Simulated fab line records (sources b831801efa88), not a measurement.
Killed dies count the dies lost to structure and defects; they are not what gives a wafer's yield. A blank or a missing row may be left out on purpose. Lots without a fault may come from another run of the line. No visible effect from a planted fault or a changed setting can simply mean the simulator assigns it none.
Which of the tools did it? + flow sky130 + Sampling: 6 lots, 18 wafers, 4 of 708 route steps

## WHAT THE GAUGES READ, wafer by wafer
SKY_VT_ADJUST_HVTR_CD_MEAS_07: the cd target is 380 nm.
| lot  | measured     | on        | cd-nm (nm)        |
|------|--------------|-----------|-------------------|
| L729 | day 9 21:08  | cd-sem-01 | 378.8 379.3 378.3 |
| L733 | day 11 01:06 | cd-sem-02 | 377.3 376.1 377.6 |
| L735 | day 11 11:32 | cd-sem-01 | 379.9 381.1 381.5 |
| L741 | day 13 16:45 | cd-sem-01 | 421.2 420.3 421.6 |
| L747 | day 15 05:58 | cd-sem-01 | 381.9 381.4 381.0 |
| L751 | day 16 11:22 | cd-sem-02 | 379.2 380.5 379.8 |

## WHAT TOOL EACH LOT RAN ON (gives the tool, then ch and the chambers of the sampled wafers, and finally the start)
| lot  | SKY_PWDE_STRIP_09                   | SKY_NWELL_STRIP_14                   | SKY_VT_ADJUST_HVTR_DEVELOP_06     |
|------|-------------------------------------|--------------------------------------|-----------------------------------|
| L729 | plasma-asher-04 ch 0,1, day 4 05:44 | plasma-asher-03 ch 0,1, day 4 23:11  | litho-track-03 ch 0, day 9 20:59  |
| L733 | plasma-asher-04 ch 0,1, day 5 03:35 | plasma-asher-03 ch 0,1, day 5 21:19  | litho-track-03 ch 0, day 11 00:57 |
| L735 | plasma-asher-01 ch 0,1, day 5 11:40 | plasma-asher-02 ch 0,1, day 6 06:05  | litho-track-02 ch 0, day 11 11:24 |
| L741 | plasma-asher-04 ch 0,1, day 7 02:49 | plasma-asher-03 ch 0,1, day 7 23:22  | litho-track-03 ch 0, day 13 16:36 |
| L747 | plasma-asher-01 ch 0,1, day 8 08:49 | plasma-asher-02 ch 0,1, day 9 05:43  | litho-track-02 ch 0, day 15 05:49 |
| L751 | plasma-asher-04 ch 0, day 9 06:11   | plasma-asher-02 ch 0,1, day 10 04:14 | litho-track-02 ch 0, day 16 11:13 |
- SKY_PWDE_STRIP_09: strips in O2/N2.
- SKY_NWELL_STRIP_14: strips in O2/N2.
- SKY_VT_ADJUST_HVTR_DEVELOP_06: develop time 60 s.

## THE ANSWER, worked out from the rows above alone
Rule: the lots themselves supply what counts as usual. The widest of any qualifying gaps counts: lots, ordered by their means at a reading, are off when they make up no more than a third of the lots, leave a main group of 4 or more, and stand apart from it by 3 or more times the standard deviation of that group's means. Not used: any main group whose means are identical at the precision the tables above print for the reading. Also off: a lot with no number at a reading for which 4 or more lots have one. Any other lot the step has rows for is counted as sound.
Off: L741 (SKY_VT_ADJUST_HVTR_CD_MEAS_07, cd-nm). Main group: mean 379.6 nm, sd 1.6.
A tool fits if, at a process step before that reading, it ran every lot that is off, and no sound lot after the first of them. Gauges at SKY_VT_ADJUST_HVTR_CD_MEAS_07: tried the same way as those tools. Undecided on this evidence; 2 tools fit (plasma-asher-03 at SKY_NWELL_STRIP_14, litho-track-03 at SKY_VT_ADJUST_HVTR_DEVELOP_06).

## WHAT THE SIMULATOR HAD PUT IN
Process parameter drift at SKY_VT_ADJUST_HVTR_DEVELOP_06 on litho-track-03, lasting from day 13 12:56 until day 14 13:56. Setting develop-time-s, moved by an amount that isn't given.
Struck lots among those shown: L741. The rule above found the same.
